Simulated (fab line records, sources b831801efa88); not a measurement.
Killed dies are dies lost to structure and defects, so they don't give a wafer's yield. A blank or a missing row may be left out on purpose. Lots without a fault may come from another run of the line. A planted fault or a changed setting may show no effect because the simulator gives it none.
fab line records | flow sky130
record lots=5 wafers=15 last_day=48
route steps=708 shown VIA3@588 METAL4@598 CAP2M@603
lots that met no fault: from a run of the same line without faults
start_h: hours from the record's first day to the start of the lot's first wafer shown | wait_h: hours since the lot's step before | " the same as in the row above | L1.1+2: a row that stands for several wafers | - no value, or no start given | * or withheld: withheld | < > ~ a bound
route shown NAME@n: a module of which the file shows steps, and the number in the route of the first | usual: mean/standard deviation of fault-free wafers | same: alike in all rows | chamber/n: place in a boat | sites: the reading at each site | _std_site: their standard deviation | _edge_site: outer sites' mean less inner sites' | radius_mm: how far each site lies from the wafer's centre | mask NAME#n: copy n | behind: the tool/chamber that last shaped the wafer | hold: why the lot was held/for how many hours/how that ended | device: the transistor (n, p or np) that didn't switch | end of line: the same wafers' tests at the end of the route | a step without rows: its recipe alone | killed: dies lost to structure and defects at the first sort, not the wafer's yield | map: a wafer's dies, x killed, . not, _ none there
set.NAME: the setting as run; set.NAME@STEP: as run at that earlier step | model.NAME: the simulator's own value behind a step, which no gauge read
lots at some steps of the route; a table a step, a row a wafer
services: from which hour (start_h, from the record's first day; less than 0 if before it) a tool's chamber was out of use, for how many hours, and why
## steps
# step SKY_VIA3_ETCH_15
# recipe target=SiO2 chemistry=C4F8/O2/Ar target_depth_nm=507 stop_on=TiN mask_material=KrF-thick source_w=1500 bias_w=1200 pressure_mtorr=40 c4f8_flow_sccm=withheld O2_flow_sccm=6 Ar_flow_sccm=300 time_s=78
# usual chamber_pressure_mTorr=40.00/0.039 oes_product_au=0.946/0.0049
# columns lot.wafer tool chamber start_h wait_h chamber_pressure_mTorr oes_product_au rf_hours_counter_h
L075.2 rie_diel-04 3 940.82 0.0 40.04 0.954 9
L075.3 " 1 " " 39.93 0.945 2
L075.6 " 0 " " 39.97 0.948 -
L077.2 rie_diel-02 0 950.62 0.0 39.99 0.936 6
L077.4 " 0 " " 39.97 0.946 -
L077.6 " 2 " " 40.03 0.933 -
L082.1 rie_diel-04 2 991.28 0.0 40.02 0.947 5
L082.2 " 0 " " 40.00 0.944 10
L082.5 " 2 " " 39.98 0.959 -
L084.1 rie_diel-04 0 997.27 0.0 39.96 0.939 10
L084.4 " 1 " " 40.03 0.939 4
L084.5 " 1 " " 40.13 0.943 -
L087.2 rie_diel-03 1 1019.00 0.0 40.02 0.946 19
L087.4 " 0 " " 39.93 0.944 0
L087.5 " 3 " " 40.01 0.949 -
# step SKY_VIA3_STRIP_16
# recipe chemistry=O2/N2 power_w=1400 pressure_mtorr=1500 platen_temp_c=withheld o2_flow_sccm=3000 n2_flow_sccm=300 overash_fraction=0.5
# usual chamber_pressure_mTorr=1499.9/1.3 drypump_motor_current_A=5.5/0.45 oes_product_au=0.402/0.0045 strip_time_to_endpoint_s=4.136/0.023
# columns lot.wafer tool chamber start_h wait_h chamber_pressure_mTorr drypump_motor_current_A oes_product_au rf_hours_counter_h strip_time_to_endpoint_s
L075.2 plasma_asher-02 1 940.88 0.0 1502.0 5.3 0.406 20 4.133
L075.3 " 1 " " 1501.0 5.3 0.396 - 4.123
L075.6 " 0 " " 1500.0 5.6 0.404 - 4.154
L077.2 plasma_asher-02 1 950.68 0.0 1500.6 5.4 0.400 21 4.139
L077.4 " 1 " " 1500.5 5.4 0.403 - 4.142
L077.6 " 0 " " 1502.5 5.6 0.398 - 4.097
L082.1 plasma_asher-02 0 991.34 0.0 1498.6 5.6 0.399 25 4.121
L082.2 " 1 " " 1499.0 5.4 0.401 25 4.142
L082.5 " 1 " " 1498.9 5.4 0.404 - 4.127
L084.1 plasma_asher-02 0 997.33 0.0 1498.6 5.6 0.412 26 4.169
L084.4 " 0 " " 1498.1 5.6 0.400 - 4.126
L084.5 " 0 " " 1500.8 5.6 0.404 - 4.141
L087.2 plasma_asher-04 1 1019.06 0.0 1500.1 5.3 0.401 120 4.114
L087.4 " 0 " " 1500.1 5.0 0.408 - 4.140
L087.5 " 1 " " 1500.5 5.3 0.398 - 4.163
# step SKY_VIA3_STRIP_17
# recipe chemistry=post_etch_residue_remover time_s=1200 temp_c=72.5
# columns lot.wafer tool chamber start_h wait_h
L075.2+3+6 wet_bench-01 3 940.98 0.1
L077.2+4+6 wet_bench-02 0 950.78 0.1
L082.1+2+5 wet_bench-02 2 991.44 0.1
L084.1+4+5 wet_bench-04 2 997.43 0.1
L087.2+4+5 wet_bench-02 0 1019.16 0.1
# step SKY_VIA3_CLEAN_18
# recipe chemistry=IPA time_s=180 temp_c=25
# columns lot.wafer tool chamber start_h wait_h
L075.2+3+6 wet_bench-04 2 941.35 0.0
L077.2+4+6 wet_bench-02 2 951.12 0.0
L082.1+2+5 wet_bench-04 3 991.78 0.0
L084.1+4+5 wet_bench-01 2 998.11 0.0
L087.2+4+5 wet_bench-04 3 1019.50 0.0
# step SKY_VIA3_CLEAN_19
# recipe chemistry=O3/DIW dry=n2_spin
# columns lot.wafer tool chamber start_h wait_h
L075.2+3+6 wet_bench-02 0 941.41 0.0
L077.2+4+6 wet_bench-02 3 951.18 0.0
L082.1+2+5 wet_bench-02 1 991.90 0.0
L084.1+4+5 wet_bench-04 1 998.18 0.0
L087.2+4+5 wet_bench-02 1 1019.56 0.0
# step SKY_VIA3_SPUTTER_20
# recipe material=TiN target_thk_nm=20 chamber_pressure_pa=5 power_w=4000 time_s=80
# usual throttle_valve_pct=30.1/0.91
# columns lot.wafer tool chamber start_h wait_h throttle_valve_pct
L075.2 pvd_sputter-01 - 941.50 0.0 29.3
L075.3 " - " " 30.2
L075.6 " - " " 29.3
L077.2 pvd_sputter-01 - 951.27 0.0 29.6
L077.4 " - " " 30.0
L077.6 " - " " 29.4
L082.1 pvd_sputter-03 - 991.99 0.0 28.7
L082.2 " - " " 31.5
L082.5 " - " " 31.3
L084.1 pvd_sputter-01 - 998.37 0.0 29.2
L084.4 " - " " 29.3
L084.5 " - " " 30.8
L087.2 pvd_sputter-03 - 1019.66 0.0 31.4
L087.4 " - " " 31.3
L087.5 " - " " 30.5
# step SKY_VIA3_CVD_21
# recipe material=W target_thk_nm=390 time_s=117.31 temp_c=400 pressure_torr=40
# usual heater_power_w=900/98
# columns lot.wafer tool chamber start_h wait_h heater_power_w
L075.2 cvd_w-02 0 941.56 0.0 866
L075.3 " 1 " " 743
L075.6 " 1 " " 734
L077.2 cvd_w-01 0 951.33 0.0 930
L077.4 " 1 " " 1021
L077.6 " 0 " " 926
L082.1 cvd_w-01 0 992.05 0.0 925
L082.2 " 1 " " 1036
L082.5 " 1 " " 1002
L084.1 cvd_w-01 0 998.43 0.0 908
L084.4 " 0 " " 915
L084.5 " 1 " " 1011
L087.2 cvd_w-01 1 1019.72 0.0 999
L087.4 " 1 " " 1014
L087.5 " 1 " " 1018
# step SKY_VIA3_RS_MEAS_22
# recipe thk_meas_gauge=four-point-probe reads=W_of_VIA3_CVD_21+TiN_of_VIA3_SPUTTER_20
# usual VIA3_W_RS=0.2965/0.0028
# columns lot.wafer tool chamber start_h wait_h VIA3_W_RS[ohm/sq]
L075.2 film_metro-01 - 941.71 0.1 0.2947
L075.3 " - " " 0.2994
L075.6 " - " " 0.2954
L077.2 film_metro-04 - 951.48 0.1 0.2991
L077.4 " - " " 0.3004
L077.6 " - " " 0.2997
L082.1 film_metro-04 - 992.17 0.1 0.2933
L082.2 " - " " 0.2963
L082.5 " - " " 0.2960
L084.1 film_metro-01 - 998.55 0.1 0.3034
L084.4 " - " " 0.2996
L084.5 " - " " 0.3005
L087.2 film_metro-03 - 1019.87 0.1 0.2942
L087.4 " - " " 0.2960
L087.5 " - " " 0.3008
# step SKY_VIA3_THK_MEAS_23
# recipe thk_meas_gauge=xrf reads=W_of_VIA3_CVD_21
# usual VIA3_W_THK=385/4.9
# columns lot.wafer tool chamber start_h wait_h VIA3_W_THK[nm]
L075.2 film_metro-01 - 941.82 0.1 386
L075.3 " - " " 377
L075.6 " - " " 384
L077.2 film_metro-04 - 951.59 0.1 382
L077.4 " - " " 379
L077.6 " - " " 383
L082.1 film_metro-04 - 992.29 0.1 389
L082.2 " - " " 384
L082.5 " - " " 388
L084.1 film_metro-01 - 998.67 0.1 372
L084.4 " - " " 378
L084.5 " - " " 377
L087.2 film_metro-03 - 1019.98 0.1 385
L087.4 " - " " 385
L087.5 " - " " 379
# step SKY_VIA3_CMP_24
# recipe stop_on=SiO2 t_overpolish_s=20 down_force_psi=3.5 platen_rpm=60 target_thk_nm=0 pad_velocity_m_s=0.94248
# usual motor_current_A=11.5/0.96 overpolish_run_s=19.999/0.0089 time_to_endpoint_s=94/3.5
# columns lot.wafer tool chamber start_h wait_h motor_current_A overpolish_run_s time_to_endpoint_s
L075.2 cmp-02 3 941.87 0.0 12.0 20.001 95
L075.3 " 1 " " 11.0 19.997 96
L075.6 " 3 " " 12.1 20.002 95
L077.4 cmp-02 1 951.69 0.1 10.4 20.011 94
L077.2 " 3 " " 12.4 20.013 88
L077.6 " 0 " " 10.2 19.982 88
L082.2 cmp-02 1 992.35 0.0 10.2 19.992 94
L082.1 " 2 " " 13.0 19.988 93
L082.5 " 2 " " 12.5 20.004 92
L084.4 cmp-02 1 998.73 0.0 9.9 19.997 93
L084.1 " 3 " " 11.5 19.986 86
L084.5 " 1 " " 10.7 19.998 93
L087.2 cmp-01 1 1020.13 0.1 11.6 20.002 94
L087.4 " 2 " " 10.7 20.000 92
L087.5 " 0 " " 12.0 20.007 92
# step SKY_METAL4_SPUTTER_00
# recipe material=Ti target_thk_nm=15 power_w=3000 time_s=10 chamber_pressure_pa=0.4
# usual throttle_valve_pct=29.7/0.88
# columns lot.wafer tool chamber start_h wait_h throttle_valve_pct
L075.2 pvd_sputter-03 - 942.17 0.2 30.0
L075.3 " - " " 28.8
L075.6 " - " " 30.0
L077.2 pvd_sputter-03 - 951.94 0.1 31.4
L077.4 " - " " 30.2
L077.6 " - " " 28.7
L082.1 pvd_sputter-04 - 992.65 0.2 29.2
L082.2 " - " " 29.3
L082.5 " - " " 30.3
L084.1 pvd_sputter-04 - 999.03 0.1 29.4
L084.4 " - " " 30.6
L084.5 " - " " 28.8
L087.2 pvd_sputter-04 - 1020.33 0.1 29.5
L087.4 " - " " 29.1
L087.5 " - " " 28.5
# step SKY_METAL4_SPUTTER_01
# recipe material=TiN target_thk_nm=20 power_w=6500 time_s=16.7 chamber_pressure_pa=0.4
# usual throttle_valve_pct=29.7/0.87
# columns lot.wafer tool chamber start_h wait_h throttle_valve_pct
L075.2 pvd_sputter-03 - 942.19 0.0 30.5
L075.3 " - " " 28.9
L075.6 " - " " 30.2
L077.2 pvd_sputter-03 - 951.96 0.0 31.5
L077.4 " - " " 30.1
L077.6 " - " " 28.8
L082.1 pvd_sputter-04 - 992.68 0.0 29.5
L082.2 " - " " 28.8
L082.5 " - " " 30.3
L084.1 pvd_sputter-04 - 999.05 0.0 29.2
L084.4 " - " " 30.5
L084.5 " - " " 29.0
L087.2 pvd_sputter-04 - 1020.35 0.0 29.5
L087.4 " - " " 29.3
L087.5 " - " " 28.6
# step SKY_METAL4_SPUTTER_02
# recipe material=AlCu target_thk_nm=735 power_w=10600 time_s=39.1 chamber_pressure_pa=0.4
# usual throttle_valve_pct=29.7/0.85
# columns lot.wafer tool chamber start_h wait_h throttle_valve_pct
L075.2 pvd_sputter-03 - 942.22 0.0 30.1
L075.3 " - " " 28.7
L075.6 " - " " 30.0
L077.2 pvd_sputter-03 - 951.98 0.0 31.2
L077.4 " - " " 30.2
L077.6 " - " " 28.7
L082.1 pvd_sputter-04 - 992.70 0.0 29.6
L082.2 " - " " 29.1
L082.5 " - " " 30.5
L084.1 pvd_sputter-04 - 999.08 0.0 29.6
L084.4 " - " " 30.3
L084.5 " - " " 29.0
L087.2 pvd_sputter-04 - 1020.37 0.0 29.4
L087.4 " - " " 29.3
L087.5 " - " " 28.7
# step SKY_METAL4_SPUTTER_03
# recipe material=Ti target_thk_nm=5 power_w=3000 time_s=3.3 chamber_pressure_pa=0.4
# usual throttle_valve_pct=29.7/0.86
# columns lot.wafer tool chamber start_h wait_h throttle_valve_pct
L075.2 pvd_sputter-03 - 942.25 0.0 30.2
L075.3 " - " " 28.7
L075.6 " - " " 30.0
L077.2 pvd_sputter-03 - 952.02 0.0 31.3
L077.4 " - " " 30.0
L077.6 " - " " 28.7
L082.1 pvd_sputter-04 - 992.74 0.0 29.3
L082.2 " - " " 29.0
L082.5 " - " " 30.3
L084.1 pvd_sputter-04 - 999.12 0.0 29.3
L084.4 " - " " 30.2
L084.5 " - " " 29.1
L087.2 pvd_sputter-04 - 1020.41 0.0 29.5
L087.4 " - " " 29.3
L087.5 " - " " 28.5
# step SKY_METAL4_SPUTTER_04
# recipe material=TiN target_thk_nm=70 power_w=6500 time_s=58.3 chamber_pressure_pa=0.4
# usual throttle_valve_pct=29.8/0.87
# columns lot.wafer tool chamber start_h wait_h throttle_valve_pct
L075.2 pvd_sputter-03 - 942.27 0.0 30.1
L075.3 " - " " 29.0
L075.6 " - " " 29.9
L077.2 pvd_sputter-03 - 952.04 0.0 31.2
L077.4 " - " " 29.9
L077.6 " - " " 28.9
L082.1 pvd_sputter-04 - 992.76 0.0 29.8
L082.2 " - " " 29.1
L082.5 " - " " 30.2
L084.1 pvd_sputter-04 - 999.14 0.0 29.6
L084.4 " - " " 30.1
L084.5 " - " " 29.2
L087.2 pvd_sputter-04 - 1020.43 0.0 29.4
L087.4 " - " " 29.1
L087.5 " - " " 28.9
# step SKY_CAP2M_CVD_00
# recipe material=SiO2 target_thk_nm=15.5 temp_c=400 time_s=withheld rf_w=450
# usual heater_power_w=695/90
# columns lot.wafer tool chamber start_h wait_h heater_power_w
L075.2 pecvd-03 2 942.32 0.0 593
L075.3 " 1 " " 603
L075.6 " 1 " " 602
L077.2 pecvd-04 2 952.09 0.0 629
L077.4 " 1 " " 763
L077.6 " 0 " " 726
L082.1 pecvd-04 2 992.81 0.0 676
L082.2 " 1 " " 758
L082.5 " 2 " " 675
L084.1 pecvd-01 1 999.18 0.0 767
L084.4 " 1 " " 785
L084.5 " 0 " " 655
L087.2 pecvd-01 0 1020.48 0.0 541
L087.4 " 0 " " 551
L087.5 " 1 " " 734
# step SKY_CAP2M_THK_MEAS_01
# recipe reads=SiO2_of_CAP2M_CVD_00
# usual CAP2M_CVD_00_THK=15.57/0.23
# columns lot.wafer tool chamber start_h wait_h CAP2M_CVD_00_THK[nm]
L075.2 film_metro-02 - 942.35 - 15.56
L075.3 " - " " 15.52
L075.6 " - " " 15.77
L077.2 film_metro-02 - 952.12 - 15.69
L077.4 " - " " 15.74
L077.6 " - " " 15.78
L082.1 film_metro-04 - 992.83 - 15.52
L082.2 " - " " 15.38
L082.5 " - " " 15.80
L084.1 film_metro-04 - 999.21 - 15.49
L084.4 " - " " 15.61
L084.5 " - " " 15.85
L087.2 film_metro-03 - 1020.51 - 15.67
L087.4 " - " " 15.80
L087.5 " - " " 15.91
# step SKY_CAP2M_SPUTTER_02
# recipe material=TiN target_thk_nm=200 temp_c=300 power_w=6500 time_s=166.7 chamber_pressure_pa=0.4
# usual throttle_valve_pct=30.2/0.92
# columns lot.wafer tool chamber start_h wait_h throttle_valve_pct
L075.2 pvd_sputter-02 - 942.40 0.0 31.6
L075.3 " - " " 30.7
L075.6 " - " " 30.0
L077.2 pvd_sputter-02 - 952.17 0.0 31.7
L077.4 " - " " 30.4
L077.6 " - " " 30.7
L082.1 pvd_sputter-03 - 992.89 0.1 31.3
L082.2 " - " " 30.3
L082.5 " - " " 31.6
L084.1 pvd_sputter-03 - 999.27 0.1 28.6
L084.4 " - " " 31.2
L084.5 " - " " 30.3
L087.2 pvd_sputter-02 - 1020.56 0.0 30.2
L087.4 " - " " 29.9
L087.5 " - " " 31.7
# step SKY_CAP2M_RS_MEAS_03
# recipe thk_meas_gauge=four-point-probe reads=TiN_of_CAP2M_SPUTTER_02
# usual CAP2M_TIN_RS=6.90/0.068
# columns lot.wafer tool chamber start_h wait_h CAP2M_TIN_RS[ohm/sq]
L075.2 film_metro-03 - 942.53 0.1 6.87
L075.3 " - " " 6.82
L075.6 " - " " 6.76
L077.2 film_metro-04 - 952.30 0.1 6.86
L077.4 " - " " 6.82
L077.6 " - " " 6.92
L082.1 film_metro-03 - 993.00 0.1 6.99
L082.2 " - " " 6.98
L082.5 " - " " 6.96
L084.1 film_metro-04 - 999.38 0.1 6.88
L084.4 " - " " 6.83
L084.5 " - " " 6.87
L087.2 film_metro-04 - 1020.69 0.1 6.82
L087.4 " - " " 6.87
L087.5 " - " " 6.88
# step SKY_CAP2M_THK_MEAS_04
# recipe thk_meas_gauge=xrf reads=TiN_of_CAP2M_SPUTTER_02
# usual CAP2M_TIN_THK=197.7/2
# columns lot.wafer tool chamber start_h wait_h CAP2M_TIN_THK[nm]
L075.2 film_metro-03 - 942.64 0.1 198.6
L075.3 " - " " 200.1
L075.6 " - " " 200.7
L077.2 film_metro-04 - 952.41 0.1 197.2
L077.4 " - " " 198.6
L077.6 " - " " 196.0
L082.1 film_metro-03 - 993.12 0.1 195.0
L082.2 " - " " 195.0
L082.5 " - " " 196.2
L084.1 film_metro-04 - 999.50 0.1 198.0
L084.4 " - " " 200.2
L084.5 " - " " 198.7
L087.2 film_metro-04 - 1020.80 0.1 199.8
L087.4 " - " " 198.3
L087.5 " - " " 198.2
# step SKY_CAP2M_DEHYDRATE_05
# recipe temp_c=200 time_s=60
# usual heater_power_total_W=160.37/0.13
# columns lot.wafer tool chamber start_h wait_h heater_power_total_W
L075.2 litho_track-03 0 953.76 11.1 160.46
L075.3 " 0 " " 160.20
L075.6 " 0 " " 160.31
L077.2 litho_track-02 0 963.94 11.5 160.25
L077.4 " 0 " " 160.38
L077.6 " 0 " " 160.35
L082.1 litho_track-01 0 1003.77 10.6 160.38
L082.2 " 0 " " 160.32
L082.5 " 0 " " 160.26
L084.1 litho_track-03 0 1010.08 10.6 160.31
L084.4 " 0 " " 160.43
L084.5 " 0 " " 160.54
L087.2 litho_track-03 0 1031.51 10.7 160.26
L087.4 " 0 " " 160.50
L087.5 " 0 " " 160.32
## services
# columns tool chamber start_h hours kind
pecvd-03 - 924.34 16.4 repair
rie_diel-03 1 927.38 10.7 repair
rie_diel-04 - 936.89 0.9 repair
cmp-01 - 938.14 0.5 repair
plasma_asher-04 - 939.21 2.8 pm
rie_diel-02 1 944.17 4.7 repair
pecvd-01 - 946.48 3.1 repair
wet_bench-04 - 947.07 11.1 repair
rie_diel-02 1 949.62 13.7 repair
rie_diel-02 3 950.87 4.8 repair
cmp-02 - 957.93 1.7 repair
cmp-02 - 958.45 1.7 repair
pvd_sputter-03 - 967.12 17.7 repair
wet_bench-02 - 972.35 1.1 repair
pecvd-01 - 972.82 3.1 repair
cmp-02 - 982.22 1.4 repair
cmp-02 - 985.74 4.4 pm
cvd_w-01 - 992.70 0.7 repair
pecvd-01 - 1000.63 6.0 pm
pvd_sputter-01 - 1015.43 6.1 repair
rie_diel-04 3 1024.89 8.0 repair
pecvd-01 - 1025.28 2.8 pm
rie_diel-04 1 1025.32 1.6 repair
cvd_w-01 1 1028.13 12.8 repair
## key
fault none
